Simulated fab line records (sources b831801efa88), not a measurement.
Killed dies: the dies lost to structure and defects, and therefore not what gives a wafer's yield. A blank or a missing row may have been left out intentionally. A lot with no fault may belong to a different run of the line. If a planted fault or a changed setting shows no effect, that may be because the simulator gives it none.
Which tool did it? -- flow sky130 -- 36 wafers from 12 lots sampled at 3 of the route's 708 steps

== WHAT THE GAUGES READ, wafer by wafer ==
No reading from a measuring or inspecting step in the record can be judged against a usual standard deviation.

== WHICH TOOL RAN EACH LOT (tool, then ch and the chambers of the sampled wafers, then the start) ==
lot,SKY_VIA1_ETCH_14,SKY_VIA1_STRIP_16,SKY_PAD_OPEN_PROBE_99
L168,"rie-diel-01 ch 1,2, day 33 13:44","plasma-asher-01 ch 0,1, day 33 13:51","prober-01, day 45 09:49"
L169,"rie-diel-01 ch 0,1,2, day 34 03:41","plasma-asher-01 ch 0,1, day 34 03:47","prober-02, day 45 19:46"
L171,"rie-diel-04 ch 0,2, day 35 00:11","plasma-asher-01 ch 0, day 35 00:16","prober-02, day 46 10:50"
L172,"rie-diel-03 ch 0,2, day 35 10:08","plasma-asher-04 ch 0,1, day 35 10:15","prober-01, day 46 19:32"
L175,"rie-diel-03 ch 0,3, day 36 12:23","plasma-asher-04 ch 0,1, day 36 12:31","prober-02, day 47 17:00"
L176,"rie-diel-03 ch 0,1,2, day 36 19:11","plasma-asher-02 ch 0,1, day 36 19:17","prober-01, day 47 22:54"
L177,"rie-diel-01 ch 0,3, day 36 22:05","plasma-asher-01 ch 0, day 36 22:11","prober-02, day 47 23:48"
L184,"rie-diel-03 ch 0,1,3, day 38 23:17","plasma-asher-01 ch 0,1, day 38 23:24","prober-01, day 49 11:48"
L187,"rie-diel-03 ch 0,3, day 39 23:18","plasma-asher-02 ch 0,1, day 39 23:23","prober-02, day 50 02:46"
L189,"rie-diel-04 ch 1,2,3, day 40 16:43","plasma-asher-02 ch 0,1, day 40 16:49","prober-02, day 50 17:04"
L190,"rie-diel-04 ch 2,3, day 40 18:59","plasma-asher-01 ch 0,1, day 40 19:06","prober-01, day 50 17:58"
L191,"rie-diel-04 ch 2,3, day 41 00:51","plasma-asher-02 ch 0,1, day 41 00:56","prober-02, day 50 21:50"
- SKY_VIA1_ETCH_14: etches BARC in N2/H2, stops on SiO2, time 45.9 s, target depth 60 nm.
- SKY_VIA1_STRIP_16: strips in O2/N2.
- SKY_PAD_OPEN_PROBE_99

== AS READ BY THE TOOLS THEMSELVES (means over the sampled wafers that have a number; for cases with no such wafer, the mark the record gives instead) ==
SKY_VIA1_ETCH_14. Usual: bias-w 99.95 W (standard deviation 0.28); chamber-pressure-mTorr 30.000 mTorr (standard deviation 0.024); drypump-motor-current-A 5.7 A (standard deviation 0.49); h2-flow-sccm 200.0 sccm (standard deviation 0.59); oes-product-au 0.854 a.u. (standard deviation 0.0049); rf-fwd-power-W 494.8 W (standard deviation 2.2); throttle-valve-pct 13.226 % (standard deviation 0.0093).
lot,tool,bias-w (W),chamber-pressure-mTorr (mTorr),drypump-motor-current-A (A),h2-flow-sccm (sccm),oes-product-au (a.u.),rf-fwd-power-W (W),throttle-valve-pct (%),flag
L168,rie-diel-01,100.02,29.993,5.8,199.5,0.853,492.7,13.222,
L169,rie-diel-01,100.08,30.023,5.6,199.9,0.859,494.4,13.231,
L171,rie-diel-04,99.84,30.003,5.8,199.9,0.852,491.6,13.224,
L172,rie-diel-03,100.09,29.997,6.2,200.0,0.861,496.9,13.226,
L175,rie-diel-03,99.95,30.018,5.9,199.8,0.854,496.9,13.220,
L176,rie-diel-03,100.04,30.013,6.1,200.7,0.850,495.9,13.218,
L177,rie-diel-01,100.16,30.027,5.2,199.9,0.858,496.3,13.231,
L184,rie-diel-03,100.08,29.989,6.2,199.8,0.855,414.0,13.221,OFF
L187,rie-diel-03,100.22,29.986,5.9,199.9,0.855,414.9,13.224,OFF
L189,rie-diel-04,99.55,30.020,5.6,200.1,0.854,493.5,13.216,
L190,rie-diel-04,100.01,29.982,5.4,199.8,0.853,496.0,13.223,
L191,rie-diel-04,99.76,30.008,5.4,200.0,0.853,494.9,13.226,

SKY_VIA1_STRIP_16. Usual: chamber-pressure-mTorr 1499.9 mTorr, standard deviation 1.4; drypump-motor-current-A 6.0 A, standard deviation 0.46; oes-product-au 0.415 a.u., standard deviation 0.0046; strip-time-to-endpoint-s 4.450 s, standard deviation 0.019.
lot,tool,chamber-pressure-mTorr (mTorr),drypump-motor-current-A (A),oes-product-au (a.u.),strip-time-to-endpoint-s (s),flag
L168,plasma-asher-01,1501.0,6.0,0.413,4.441,
L169,plasma-asher-01,1499.8,6.1,0.415,4.451,
L171,plasma-asher-01,1499.4,6.2,0.413,4.483,
L172,plasma-asher-04,1500.1,6.2,0.414,4.454,
L175,plasma-asher-04,1498.9,6.2,0.419,4.432,
L176,plasma-asher-02,1499.6,6.0,0.415,4.451,
L177,plasma-asher-01,1498.9,6.2,0.411,4.461,
L184,plasma-asher-01,1500.0,6.0,0.412,4.503,
L187,plasma-asher-02,1500.5,5.5,0.416,4.497,
L189,plasma-asher-02,1499.4,6.0,0.412,4.443,
L190,plasma-asher-01,1499.6,6.0,0.410,4.439,
L191,plasma-asher-02,1498.8,6.0,0.416,4.444,

SKY_PAD_OPEN_PROBE_99. Usual: defect-limited-yield 82.5 %, standard deviation 1.7; killed_at_M0_to_M3 43, standard deviation 6.7; killed_at_M4_up 3.2, standard deviation 1.8; killed-at-contacts 24, standard deviation 4.8; killed-at-front-end 16, standard deviation 4.2; killed-at-other 0.3, standard deviation 0.56; killed-dies 86, standard deviation 8.5; killed-open 47, standard deviation 6.7; killed-short 39, standard deviation 6; sort_bin_3_pad_short 0.9 %, standard deviation 0.45; sort_bin_5_function 10.3 %, standard deviation 1.6; sort_bin_6_memory 6.3 %, standard deviation 1; sort-n-pass 406, standard deviation 8.5; sort-yield-pct 82.5 %, standard deviation 1.7.
lot,tool,defect-limited-yield (%),killed_at_M0_to_M3,killed_at_M4_up,killed-at-contacts,killed-at-front-end,killed-at-other,killed-dies,killed-open,killed-short,sort_bin_3_pad_short (%),sort_bin_5_function (%),sort_bin_6_memory (%),sort-n-pass,sort-yield-pct (%),flag
L168,prober-01,82.6,39,4.0,27,15,0.0,85,46,39,0.9,10.6,5.8,407,82.6,
L169,prober-02,82.7,40,3.0,23,18,0.3,85,42,43,0.9,9.8,6.5,407,82.7,
L171,prober-02,83.2,42,3.3,20,18,0.0,83,49,34,0.7,10.2,5.9,409,83.2,
L172,prober-01,82.8,45,2.7,18,18,0.7,84,46,39,0.7,10.3,6.2,408,82.8,
L175,prober-02,84.2,41,1.7,19,16,0.0,78,43,35,1.3,8.7,5.8,414,84.2,
L176,prober-01,81.8,46,4.7,27,12,0.0,90,52,37,0.4,11.6,6.2,402,81.8,
L177,prober-02,81.2,53,4.3,25,10,0.0,92,53,38,1.4,10.3,7.0,400,81.2,
L184,prober-01,82.9,44,2.3,23,15,0.0,84,47,37,0.7,9.8,6.6,408,82.9,
L187,prober-02,80.2,46,3.0,28,21,0.0,98,49,48,1.0,12.1,6.8,394,80.2,
L189,prober-02,83.0,45,3.7,21,13,0.3,83,46,37,0.7,9.9,6.3,409,83.0,
L190,prober-01,83.4,44,3.3,24,11,0.0,82,41,41,1.1,8.7,6.7,410,83.4,
L191,prober-02,82.5,44,2.0,25,15,0.3,86,46,40,1.1,10.3,6.1,406,82.5,

== THE ANSWER, worked out from the rows above alone ==
Rule: a lot counts as off when the mean over its wafers that have a number is more than 3 standard deviations away from the usual mean. Also off: a lot with no number at a reading for which 4 or more lots have one. Where the step has rows for the other lots, those lots are counted as sound. First the gauges in route order, then the tools' own readings, where a lot's mean is used as printed above. The first step at which some lot is off is used, and at that step the reading that is off furthest; a lot without a number counts as furthest.
Off: L184, L187, at SKY_VIA1_ETCH_14 (rf-fwd-power-W).
If a tool, at that step or one of the process steps before it, ran each lot that is off and ran no sound lot following the first of them, it fits. One fits: SKY_VIA1_ETCH_14 on rie-diel-03. A fault onset in the window from L176 (day 36 19:11, its last sound lot) to L184 (day 38 23:17, its first lot off) fits.
The tool's own readings at SKY_VIA1_ETCH_14 bear it out: on the lots that are off they differ by more than 5 times the standard deviation of the sound lots' means. rf-fwd-power-W reads 414.4 W there against 494.9 W on the sound lots.

== WHAT THE SIMULATOR HAD PUT IN ==
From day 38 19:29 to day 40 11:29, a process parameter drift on rie-diel-03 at SKY_VIA1_ETCH_14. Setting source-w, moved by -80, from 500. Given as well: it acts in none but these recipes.
Shown lots that were struck: L184, L187. The rule above reached the same finding.
